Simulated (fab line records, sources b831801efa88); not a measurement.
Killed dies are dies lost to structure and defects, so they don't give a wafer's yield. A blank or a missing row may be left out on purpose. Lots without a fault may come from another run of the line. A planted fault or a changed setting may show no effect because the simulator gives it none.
fab line records | flow sky130
record lots=6 wafers=18 last_day=50
route steps=708 shown LOCAL_INTERCONNECT@394 CONTACT@406 PAD_OPEN@708
lots that met no fault: from a run of the same line without faults
start_h: hours from the record's first day to the start of the lot's first wafer shown | wait_h: hours since the lot's step before | " the same as in the row above | L1.1+2: a row that stands for several wafers | - no value, or no start given | * or withheld: withheld | < > ~ a bound
route shown NAME@n: a module of which the file shows steps, and the number in the route of the first | usual: mean/standard deviation of fault-free wafers | same: alike in all rows | chamber/n: place in a boat | sites: the reading at each site | _std_site: their standard deviation | _edge_site: outer sites' mean less inner sites' | radius_mm: how far each site lies from the wafer's centre | mask NAME#n: copy n | behind: the tool/chamber that last shaped the wafer | hold: why the lot was held/for how many hours/how that ended | device: the transistor (n, p or np) that didn't switch | end of line: the same wafers' tests at the end of the route | a step without rows: its recipe alone | killed: dies lost to structure and defects at the first sort, not the wafer's yield | map: a wafer's dies, x killed, . not, _ none there
set.NAME: the setting as run; set.NAME@STEP: as run at that earlier step | model.NAME: the simulator's own value behind a step, which no gauge read
lots at some steps of the route; a table a step, a row a wafer
services: from which hour (start_h, from the record's first day; less than 0 if before it) a tool's chamber was out of use, for how many hours, and why
## steps
# step SKY_LOCAL_INTERCONNECT_SOFTBAKE_07
# recipe temp_c=100 time_s=90 resist=KrF-thick
# step SKY_LOCAL_INTERCONNECT_EXPOSE_08
# recipe mask_id=LI1M na=0.8 source_shape=annular sigma_inner=0.55 sigma_outer=0.85 target_cd_nm=170 dose_mj=28
# step SKY_LOCAL_INTERCONNECT_PEB_09
# recipe peb_temp_c=withheld peb_time_s=withheld resist=KrF-thick
# step SKY_LOCAL_INTERCONNECT_DEVELOP_10
# recipe develop_time_s=60 resist=KrF-thick dev_temp_c=21
# step SKY_LOCAL_INTERCONNECT_CD_MEAS_11
# recipe target_cd_nm=170
# usual cd_nm=169.8/1.5
# columns lot.wafer tool chamber start_h wait_h cd_nm
L857.1 cd_sem-02 - 708.71 - 168.4
L857.4 " - " " 167.9
L857.5 " - " " 168.1
L865.4 cd_sem-02 - 771.47 - 172.6
L865.5 " - " " 171.0
L865.6 " - " " 172.0
L867.1 cd_sem-01 - 786.27 - 168.5
L867.2 " - " " 169.9
L867.4 " - " " 169.7
L871.2 cd_sem-02 - 814.77 - 169.9
L871.4 " - " " 167.8
L871.6 " - " " 168.2
L875.1 cd_sem-02 - 856.40 - 170.2
L875.3 " - " " 168.0
L875.4 " - " " 168.2
L877.1 cd_sem-01 - 864.22 - 169.6
L877.2 " - " " 169.1
L877.5 " - " " 170.1
# step SKY_LOCAL_INTERCONNECT_OVL_MEAS_12
# usual LOCAL_INTERCONNECT_OVL=2/5.8
# columns lot.wafer tool chamber start_h wait_h LOCAL_INTERCONNECT_OVL[nm]
L857.1 overlay-01 - 708.83 0.1 0
L857.4 " - " " -1
L857.5 " - " " -5
L865.4 overlay-01 - 771.55 0.1 -5
L865.5 " - " " -4
L865.6 " - " " 6
L867.1 overlay-01 - 786.39 0.1 -4
L867.2 " - " " 1
L867.4 " - " " -1
L871.2 overlay-02 - 814.88 0.1 -3
L871.4 " - " " -10
L871.6 " - " " -3
L875.1 overlay-02 - 856.52 0.1 1
L875.3 " - " " 0
L875.4 " - " " 0
L877.1 overlay-02 - 864.34 0.1 3
L877.2 " - " " 2
L877.5 " - " " 0
# step SKY_LOCAL_INTERCONNECT_ETCH_13
# recipe chemistry=N2/H2 target=BARC ion_energy_ev=200 bias_w=100 pressure_mtorr=30 n2_flow_sccm=100 h2_flow_sccm=200 icp_w=500 stop_on=SiO2 time_s=45.9 target_depth_a=600
# usual drypump_motor_current_A=5.8/0.41 he_backside_leak_sccm=3.4/0.39 oes_product_au=0.855/0.0045 throttle_valve_pct=13.223/0.0098
# columns lot.wafer tool chamber start_h wait_h drypump_motor_current_A he_backside_leak_sccm oes_product_au rf_hours_counter_h throttle_valve_pct
L857.1 rie_metal-02 0 708.87 0.0 6.3 3.3 0.851 11 13.223
L857.4 " 1 " " 6.0 3.3 0.860 - 13.225
L857.5 " 0 " " 6.3 3.2 0.851 - 13.234
L865.4 rie_metal-01 1 771.59 0.0 6.0 3.5 0.854 - 13.200
L865.5 " 1 " " 6.0 3.3 0.852 - 13.226
L865.6 " 0 " " 5.1 3.4 0.847 - 13.226
L867.1 rie_metal-01 0 786.43 0.0 5.2 3.6 0.863 3 13.225
L867.2 " 1 " " 6.0 3.6 0.855 15 13.217
L867.4 " 1 " " 6.0 3.6 0.856 - 13.214
L871.2 rie_metal-04 1 814.91 0.0 6.0 3.3 0.851 17 13.197
L871.4 " 1 " " 6.0 3.1 0.849 - 13.222
L871.6 " 1 " " 5.9 3.1 0.854 - 13.228
L875.1 rie_metal-02 1 856.56 0.0 6.1 3.3 0.855 0 13.206
L875.3 " 0 " " 6.3 3.4 0.857 - 13.210
L875.4 " 1 " " 6.1 3.3 0.848 - 13.223
L877.1 rie_metal-01 0 864.38 0.0 5.1 3.5 0.851 7 13.221
L877.2 " 1 " " 6.0 3.4 0.854 0 13.212
L877.5 " 1 " " 6.0 3.6 0.849 - 13.225
# step SKY_LOCAL_INTERCONNECT_METAL_ETCH_14
# recipe target_depth_nm=110 stop_on=PSG chemistry=Cl2/BCl3 target=TiN resist_sidewall_deg=88 pressure_mtorr=10 icp_w=900 bias_w=48.5 Cl2_flow_sccm=60 bcl3_flow_sccm=30 time_s=31.4
# usual drypump_motor_current_A=5.8/0.41 he_backside_leak_sccm=3.38/0.29 oes_product_au=0.942/0.0079 throttle_valve_pct=21.900/0.0091
# columns lot.wafer tool chamber start_h wait_h drypump_motor_current_A he_backside_leak_sccm oes_product_au rf_hours_counter_h throttle_valve_pct
L857.1 rie_metal-02 0 708.93 0.0 6.3 3.56 0.947 11 21.898
L857.4 " 1 " " 6.0 3.32 0.951 - 21.881
L857.5 " 0 " " 6.3 3.37 0.948 - 21.891
L865.4 rie_metal-01 1 771.65 0.0 6.0 3.34 0.934 - 21.906
L865.5 " 1 " " 6.0 3.46 0.927 - 21.917
L865.6 " 0 " " 5.1 3.25 0.929 - 21.915
L867.1 rie_metal-01 0 786.49 0.0 5.1 3.33 0.951 3 21.894
L867.2 " 1 " " 6.0 3.27 0.945 15 21.888
L867.4 " 1 " " 6.0 3.49 0.942 - 21.905
L871.2 rie_metal-04 1 814.97 0.0 5.9 2.96 0.933 17 21.909
L871.4 " 1 " " 5.9 3.06 0.928 - 21.917
L871.6 " 1 " " 5.9 3.03 0.936 - 21.887
L875.1 rie_metal-02 1 856.62 0.0 6.0 3.37 0.947 0 21.893
L875.3 " 0 " " 6.3 3.40 0.949 - 21.901
L875.4 " 1 " " 6.0 3.27 0.945 - 21.903
L877.1 rie_metal-01 0 864.44 0.0 5.1 3.29 0.952 7 21.895
L877.2 " 1 " " 6.0 3.34 0.946 0 21.897
L877.5 " 1 " " 6.0 3.43 0.947 - 21.907
# step SKY_LOCAL_INTERCONNECT_STRIP_15
# recipe chemistry=O2/N2 power_w=1400 pressure_mtorr=1500 platen_temp_c=withheld o2_flow_sccm=3000 n2_flow_sccm=300 overash_fraction=0.5
# usual drypump_motor_current_A=5.9/0.44 o2_flow_sccm=3000/9.5 oes_product_au=0.427/0.005 strip_time_to_endpoint_s=4.723/0.02
# columns lot.wafer tool chamber start_h wait_h drypump_motor_current_A o2_flow_sccm oes_product_au rf_hours_counter_h strip_time_to_endpoint_s
L857.1 plasma_asher-03 1 708.98 0.0 6.2 2981 0.427 86 4.703
L857.4 " 0 " " 6.2 3008 0.431 - 4.709
L857.5 " 0 " " 6.1 3004 0.422 - 4.710
L865.4 plasma_asher-03 0 771.72 0.1 6.2 3011 0.430 - 4.730
L865.5 " 0 " " 6.2 2998 0.434 - 4.753
L865.6 " 1 " " 6.2 2996 0.429 - 4.752
L867.1 plasma_asher-02 1 786.54 0.0 6.2 2998 0.433 66 4.751
L867.2 " 0 " " 5.1 2995 0.428 66 4.710
L867.4 " 0 " " 5.1 2997 0.429 - 4.711
L871.2 plasma_asher-02 0 815.02 0.0 5.1 3009 0.423 69 4.692
L871.4 " 1 " " 6.2 3005 0.419 - 4.709
L871.6 " 0 " " 5.1 2998 0.432 - 4.701
L875.1 plasma_asher-01 0 856.67 0.0 5.3 2993 0.430 11 4.716
L875.3 " 1 " " 5.5 3014 0.424 - 4.709
L875.4 " 0 " " 5.3 2999 0.428 - 4.722
L877.1 plasma_asher-03 1 864.49 0.0 6.2 3003 0.423 101 4.729
L877.2 " 0 " " 6.2 3016 0.426 101 4.701
L877.5 " 0 " " 6.1 3004 0.429 - 4.716
# step SKY_LOCAL_INTERCONNECT_STRIP_16
# recipe chemistry=post_etch_residue_remover time_s=1200 temp_c=72.5
# step SKY_LOCAL_INTERCONNECT_CLEAN_17
# recipe chemistry=IPA time_s=180 temp_c=25
# step SKY_LOCAL_INTERCONNECT_CLEAN_18
# recipe chemistry=O3/DIW dry=n2_spin
# step SKY_CONTACT_CVD_00
# recipe material=Si3N4 target_thk_nm=75 temp_c=400 time_s=withheld rf_w=450
# usual heater_power_w=769/120 susceptor_temp_C=400.00/0.24
# columns lot.wafer tool chamber start_h wait_h heater_power_w susceptor_temp_C
L857.1 pecvd-01 1 709.59 0.0 895 399.96
L857.4 " 1 " " 921 399.85
L857.5 " 2 " " 965 400.18
L865.4 pecvd-01 0 772.30 0.0 744 400.12
L865.5 " 2 " " 1010 399.85
L865.6 " 1 " " 766 400.20
L867.1 pecvd-01 0 787.14 0.0 655 400.39
L867.2 " 1 " " 780 399.84
L867.4 " 0 " " 667 399.97
L871.2 pecvd-01 2 815.61 0.0 961 400.13
L871.4 " 0 " " 736 399.99
L871.6 " 1 " " 762 399.91
L875.1 pecvd-02 0 857.27 0.0 613 400.37
L875.3 " 0 " " 603 400.06
L875.4 " 2 " " 543 400.31
L877.1 pecvd-04 0 865.09 0.0 672 400.04
L877.2 " 2 " " 843 400.21
L877.5 " 0 " " 674 399.87
# step SKY_CONTACT_THK_MEAS_01
# recipe reads=Si3N4_of_CONTACT_CVD_00
# usual CONTACT_CVD_00_THK=75.3/1.1
# columns lot.wafer tool chamber start_h wait_h CONTACT_CVD_00_THK[nm]
L857.1 film_metro-02 - 709.62 - 76.3
L857.4 " - " " 77.3
L857.5 " - " " 75.2
L865.4 film_metro-03 - 772.35 - 76.9
L865.5 " - " " 74.6
L865.6 " - " " 77.8
L867.1 film_metro-02 - 787.17 - 62.7
L867.2 " - " " 63.9
L867.4 " - " " 63.3
L871.2 film_metro-03 - 815.66 - 61.2
L871.4 " - " " 63.0
L871.6 " - " " 63.6
L875.1 film_metro-03 - 857.32 - 74.0
L875.3 " - " " 75.5
L875.4 " - " " 76.3
L877.1 film_metro-02 - 865.12 - 74.0
L877.2 " - " " 75.6
L877.5 " - " " 74.4
# step SKY_CONTACT_HDPCVD_02
# recipe material=SiO2 target_thk_nm=565 sigma_open_frac=0.3 time_s=94.2 temp_c=600 sih4_flow_sccm=60 pressure_mtorr=6
# step SKY_CONTACT_THK_MEAS_03
# recipe reads=SiO2_of_CONTACT_HDPCVD_02
# usual CONTACT_HDPCVD_THK=566/7.5
# columns lot.wafer tool chamber start_h wait_h CONTACT_HDPCVD_THK[nm]
L857.1 film_metro-03 - 709.75 0.0 571
L857.4 " - " " 576
L857.5 " - " " 563
L865.4 film_metro-04 - 772.48 0.0 554
L865.5 " - " " 566
L865.6 " - " " 566
L867.1 film_metro-04 - 787.30 0.0 573
L867.2 " - " " 564
L867.4 " - " " 567
L871.2 film_metro-03 - 815.79 0.0 568
L871.4 " - " " 572
L871.6 " - " " 571
L875.1 film_metro-02 - 857.48 0.1 576
L875.3 " - " " 574
L875.4 " - " " 573
L877.1 film_metro-03 - 865.25 0.0 563
L877.2 " - " " 555
L877.5 " - " " 560
# step SKY_CONTACT_CMP_04
# recipe material=SiO2 down_force_psi=4 platen_rpm=60 pad_velocity_m_s=0.94248
# step SKY_CONTACT_BOW_MEAS_05
# recipe mode=bow
# usual CONTACT_BOW=83/7.1
# columns lot.wafer tool chamber start_h wait_h CONTACT_BOW[um]
L857.1 film_metro-02 - 710.11 0.2 83
L857.4 " - " " 86
L857.5 " - " " 74
L865.4 film_metro-02 - 772.87 0.2 77
L865.5 " - " " 80
L865.6 " - " " 86
L867.1 film_metro-03 - 787.66 0.2 90
L867.2 " - " " 72
L867.4 " - " " 74
L871.2 film_metro-03 - 816.16 0.2 80
L871.4 " - " " 86
L871.6 " - " " 80
L875.1 film_metro-03 - 857.84 0.2 90
L875.3 " - " " 81
L875.4 " - " " 94
L877.1 film_metro-02 - 865.61 0.2 84
L877.2 " - " " 91
L877.5 " - " " 78
# step SKY_CONTACT_DEHYDRATE_06
# recipe temp_c=200 time_s=60
# step SKY_CONTACT_HMDS_07
# recipe prime_time_s=60 prime_temp_c=120
# step SKY_CONTACT_COAT_08
# recipe resist=BARC temp_c=withheld time_s=withheld spin_rpm=3000 resist_thk_nm=60
# step SKY_CONTACT_COAT_09
# recipe resist=KrF-thick spin_rpm=3000 resist_thk_nm=450
# step SKY_CONTACT_SOFTBAKE_10
# recipe temp_c=100 time_s=90 resist=KrF-thick
# step SKY_CONTACT_EXPOSE_11
# recipe mask_id=CTM1 na=0.8 source_shape=annular sigma_inner=0.55 sigma_outer=0.85 target_cd_nm=170 dose_mj=38
# step SKY_CONTACT_PEB_12
# recipe peb_temp_c=withheld peb_time_s=withheld resist=KrF-thick
# step SKY_CONTACT_DEVELOP_13
# recipe develop_time_s=60 resist=KrF-thick dev_temp_c=21
# step SKY_CONTACT_CD_MEAS_14
# recipe target_cd_nm=170
# usual cd_nm=170.3/1.4
# columns lot.wafer tool chamber start_h wait_h cd_nm
L857.1 cd_sem-01 - 737.25 - 168.2
L857.4 " - " " 171.4
L857.5 " - " " 170.7
L865.4 cd_sem-01 - 798.21 - 167.1
L865.5 " - " " 167.7
L865.6 " - " " 168.6
L867.1 cd_sem-01 - 813.80 - 170.2
L867.2 " - " " 172.8
L867.4 " - " " 172.4
L871.2 cd_sem-01 - 842.57 - 172.3
L871.4 " - " " 171.9
L871.6 " - " " 172.4
L875.1 cd_sem-02 - 884.35 - 170.0
L875.3 " - " " 171.0
L875.4 " - " " 170.4
L877.1 cd_sem-01 - 891.00 - 170.1
L877.2 " - " " 168.6
L877.5 " - " " 169.5
# step SKY_CONTACT_OVL_MEAS_15
# usual CONTACT_OVL=-1/5.7
# columns lot.wafer tool chamber start_h wait_h CONTACT_OVL[nm]
L857.1 overlay-01 - 737.37 0.1 -11
L857.4 " - " " -6
L857.5 " - " " -11
L865.4 overlay-01 - 798.29 0.1 4
L865.5 " - " " 5
L865.6 " - " " 6
L867.1 overlay-02 - 813.92 0.1 -3
L867.2 " - " " 1
L867.4 " - " " -3
L871.2 overlay-02 - 842.68 0.1 4
L871.4 " - " " -5
L871.6 " - " " -1
L875.1 overlay-01 - 884.47 0.1 -2
L875.3 " - " " -1
L875.4 " - " " -3
L877.1 overlay-01 - 891.12 0.1 4
L877.2 " - " " 5
L877.5 " - " " 11
# step SKY_CONTACT_ETCH_16
# recipe chemistry=N2/H2 target=BARC ion_energy_ev=200 source_w=500 bias_w=100 pressure_mtorr=30 n2_flow_sccm=100 h2_flow_sccm=200 stop_on=SiO2 time_s=45.9 target_depth_a=600
# usual drypump_motor_current_A=5.4/0.37 oes_product_au=0.854/0.0045 throttle_valve_pct=13.224/0.0095
# columns lot.wafer tool chamber start_h wait_h drypump_motor_current_A oes_product_au rf_hours_counter_h throttle_valve_pct
L857.1 rie_diel-04 2 737.41 0.0 5.1 0.856 13 13.228
L857.4 " 0 " " 5.0 0.851 - 13.223
L857.5 " 3 " " 6.1 0.844 - 13.219
L865.4 rie_diel-03 0 798.33 0.0 5.4 0.854 - 13.218
L865.5 " 3 " " 5.0 0.852 - 13.227
L865.6 " 2 " " 5.3 0.860 - 13.234
L867.1 rie_diel-04 3 813.96 0.0 6.1 0.852 8 13.243
L867.2 " 1 " " 6.0 0.850 12 13.231
L867.4 " 0 " " 5.0 0.852 16 13.209
L871.2 rie_diel-04 2 842.71 0.0 5.1 0.857 17 13.223
L871.4 " 0 " " 5.1 0.847 17 13.215
L871.6 " 1 " " 5.9 0.863 - 13.227
L875.1 rie_diel-03 1 884.51 0.0 5.4 0.857 11 13.221
L875.3 " 3 " " 5.0 0.851 7 13.220
L875.4 " 0 " " 5.4 0.847 15 13.217
L877.1 rie_diel-04 3 891.16 0.0 6.1 0.856 11 13.239
L877.2 " 2 " " 5.1 0.852 19 13.230
L877.5 " 2 " " 5.0 0.857 - 13.229
# step SKY_CONTACT_ETCH_17
# recipe target=SiO2 chemistry=C4F8/O2/Ar stop_on=Si3N4 mask_material=KrF-thick source_w=1500 bias_w=1200 pressure_mtorr=40 c4f8_flow_sccm=withheld O2_flow_sccm=6 Ar_flow_sccm=300 time_s=withheld target_depth_a=3400
# step SKY_CONTACT_ETCH_18
# recipe target=Si3N4 chemistry=CHF3/O2 stop_on=TiN source_w=600 bias_w=200 pressure_mtorr=40 chf3_flow_sccm=50 O2_flow_sccm=5 time_s=39 target_depth_a=750
# usual O2_flow_sccm=5.000/0.014 drypump_motor_current_A=5.4/0.38 oes_product_au=0.857/0.0081 throttle_valve_pct=8.792/0.0087
# columns lot.wafer tool chamber start_h wait_h O2_flow_sccm drypump_motor_current_A oes_product_au rf_hours_counter_h throttle_valve_pct
L857.1 rie_diel-04 2 - - 4.999 5.1 0.868 13 8.801
L857.4 " 0 " " 4.984 5.0 0.869 - 8.798
L857.5 " 3 " " 5.005 6.1 0.859 - 8.800
L865.4 rie_diel-03 0 - - 4.992 5.4 0.875 - 8.794
L865.5 " 3 " " 5.015 4.9 0.847 - 8.780
L865.6 " 2 " " 4.988 5.2 0.870 - 8.793
L867.1 rie_diel-04 3 - - 4.994 6.1 0.780 8 8.772
L867.2 " 1 " " 4.994 6.0 0.775 12 8.778
L867.4 " 0 " " 5.012 5.0 0.786 16 8.777
L871.2 rie_diel-04 2 - - 4.998 5.1 0.760 17 8.795
L871.4 " 0 " " 5.003 5.0 0.775 17 8.781
L871.6 " 1 " " 4.968 5.9 0.778 - 8.758
L875.1 rie_diel-03 1 - - 4.997 5.4 0.851 11 8.797
L875.3 " 3 " " 4.990 4.9 0.852 7 8.796
L875.4 " 0 " " 4.992 5.4 0.853 15 8.787
L877.1 rie_diel-04 3 - - 5.014 6.1 0.846 11 8.790
L877.2 " 2 " " 5.000 5.1 0.855 19 8.802
L877.5 " 2 " " 5.005 5.1 0.845 - 8.796
# step SKY_CONTACT_STRIP_19
# recipe chemistry=O2/N2 power_w=1400 pressure_mtorr=1500 platen_temp_c=withheld o2_flow_sccm=3000 n2_flow_sccm=300 overash_fraction=0.5
# usual drypump_motor_current_A=5.9/0.4 o2_flow_sccm=2999/8.5 oes_product_au=0.381/0.005 strip_time_to_endpoint_s=3.62/0.038
# columns lot.wafer tool chamber start_h wait_h drypump_motor_current_A o2_flow_sccm oes_product_au rf_hours_counter_h strip_time_to_endpoint_s
L857.1 plasma_asher-03 0 737.54 - 6.2 3012 0.381 89 3.60
L857.4 " 0 " " 6.2 2996 0.376 - 3.57
L857.5 " 0 " " 6.1 2989 0.384 - 3.62
L865.4 plasma_asher-03 0 798.47 - 6.2 3002 0.386 - 3.63
L865.5 " 0 " " 6.2 2997 0.371 - 3.59
L865.6 " 1 " " 6.2 3005 0.374 - 3.70
L867.1 plasma_asher-02 0 814.09 - 5.1 3013 0.381 69 3.60
L867.2 " 1 " " 6.2 3001 0.382 69 3.65
L867.4 " 0 " " 5.2 3004 0.380 - 3.58
L871.2 plasma_asher-02 0 842.84 - 5.1 2993 0.392 72 3.65
L871.4 " 0 " " 5.1 2990 0.380 - 3.61
L871.6 " 0 " " 5.1 2988 0.375 - 3.64
L875.1 plasma_asher-03 0 884.64 - 6.2 2986 0.375 103 3.66
L875.3 " 1 " " 6.2 3000 0.376 - 3.57
L875.4 " 0 " " 6.2 2996 0.386 - 3.63
L877.1 plasma_asher-03 1 891.29 - 6.2 2997 0.375 104 3.58
L877.2 " 0 " " 6.2 2992 0.389 104 3.63
L877.5 " 0 " " 6.2 2999 0.388 - 3.63
# step SKY_PAD_OPEN_PROBE_99
# usual killed_at_M0_to_M3=44/6.4 killed_at_M4_up=3.0/1.8 killed_at_contacts=24/5 killed_at_front_end=16/4.3 killed_at_other=0.4/0.76 killed_dies=88/8.6 killed_open=47/7.2 killed_short=40/5.5
# same gross_dies=492 killed_at_back_side=0
# columns lot.wafer tool chamber start_h wait_h killed_at_M0_to_M3 killed_at_M4_up killed_at_contacts killed_at_front_end killed_at_other killed_dies killed_open killed_short
L865.4 prober-02 - 1125.05 0.2 42 3 21 24 0 90 43 47
L865.5 prober-02 - 1125.10 0.2 43 4 22 10 0 79 40 39
L865.6 prober-02 - 1125.15 0.2 38 3 23 15 0 79 42 36
L875.1 prober-02 - 1182.43 0.1 39 12 18 21 0 90 51 36
L875.3 prober-02 - 1182.53 0.2 43 2 30 15 1 91 52 39
L875.4 prober-02 - 1182.58 0.2 39 4 24 8 0 75 39 33
# killed by level:class
L865.4 VIA1:geometric_particle:open=13 METAL1:geometric_particle:short=9 CONTACT:geometric_particle:short=7 POLY_GATE:geometric_particle:short=6 POLY_GATE:geometric_particle:open=6 VIA3:geometric_particle:open=6 LI_CONTACT:geometric_particle:open=5 VIA1:geometric_particle:short=5
L865.5 CONTACT:geometric_particle:open=10 VIA1:geometric_particle:open=7 CONTACT:geometric_particle:short=6 METAL2:geometric_particle:short=6 METAL1:geometric_particle:short=5 METAL3:geometric_particle:short=5 VIA3:geometric_particle:short=4 VIA1:geometric_particle:short=4
L865.6 VIA1:geometric_particle:open=10 CONTACT:geometric_particle:open=9 CONTACT:geometric_particle:short=7 FIELD_ISO:geometric_particle:open=5 METAL1:geometric_particle:short=5 VIA3:geometric_particle:open=5 POLY_GATE:geometric_particle:open=4 METAL2:geometric_particle:short=4
L875.1 VIA1:geometric_particle:open=13 CONTACT:geometric_particle:open=8 METAL4:geometric_particle:short=8 FIELD_ISO:geometric_particle:open=7 VIA1:geometric_particle:short=6 FIELD_ISO:geometric_particle:short=5 LI_CONTACT:geometric_particle:open=5 METAL1:geometric_particle:short=5
L875.3 LI_CONTACT:geometric_particle:open=9 CONTACT:geometric_particle:open=9 VIA1:geometric_particle:short=8 VIA1:geometric_particle:open=8 VIA2:geometric_particle:open=6 VIA3:geometric_particle:open=5 LI_CONTACT:geometric_particle:short=5 METAL2:geometric_particle:short=4
L875.4 CONTACT:geometric_particle:open=9 VIA1:geometric_particle:open=9 VIA3:geometric_particle:open=5 LI_CONTACT:geometric_particle:open=5 CONTACT:geometric_particle:short=5 FIELD_ISO:geometric_particle:short=4 LOCAL_INTERCONNECT:geometric_particle:short=4 VIA2:geometric_particle:open=4
## services
# columns tool chamber start_h hours kind
pecvd-04 - 690.79 0.6 repair
pecvd-02 - 694.11 1.0 repair
plasma_asher-02 - 700.98 5.1 repair
rie_diel-03 - 704.19 0.5 repair
pecvd-02 1 710.56 5.5 repair
rie_metal-01 - 710.79 1.0 repair
pecvd-02 - 715.96 0.3 repair
rie_metal-02 1 720.03 1.8 repair
plasma_asher-03 - 724.65 2.9 repair
pecvd-01 - 728.90 1.9 repair
rie_diel-04 1 729.13 10.2 repair
rie_diel-04 2 730.46 1.6 repair
rie_diel-04 0 730.61 2.9 repair
rie_metal-04 0 736.31 27.9 repair
rie_diel-03 1 782.40 21.7 repair
rie_diel-04 3 824.00 11.3 repair
rie_diel-04 0 828.41 5.4 repair
rie_diel-04 1 828.77 6.9 repair
rie_metal-04 - 834.19 1.8 repair
rie_diel-04 2 834.22 7.9 repair
rie_metal-04 0 835.49 5.0 repair
rie_diel-04 1 847.74 14.6 repair
rie_metal-04 - 850.96 14.6 pm
pecvd-01 1 857.24 8.4 repair
## key
first_sign step=SKY_CONTACT_THK_MEAS_01 reading=CONTACT_CVD_00_THK direction=down sigmas=11 usual=75.3 struck=63.0
effect step=SKY_CONTACT_ETCH_18 reading=oes_product_au direction=down sigmas=10 usual=0.857 struck=0.776
met_at SKY_CONTACT_CVD_00
struck_wafers L867.1,L867.2,L867.4,L871.2,L871.4,L871.6
tester_left_out L867,L871
onset_between 772.30 787.14
also_fits SKY_LOCAL_INTERCONNECT_STRIP_15:plasma_asher-02
fault kind=site_profile_drift tool=pecvd-01 chamber=- onset_h=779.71 steps=SKY_CONTACT_CVD_00 basis=fraction max_abs_drift=0.36005 slope_share_per_hr=80.011 site_pattern=0,0,0,0,0,-1,-1,-1,-1
# tester_left_out: of these lots the tester's yield and bins aren't shown, on N5 and GAA mostly nor the transistor test; their killed dies are dies lost to structure and defects alone, not to doping, threshold or leakage, so they don't give the yield
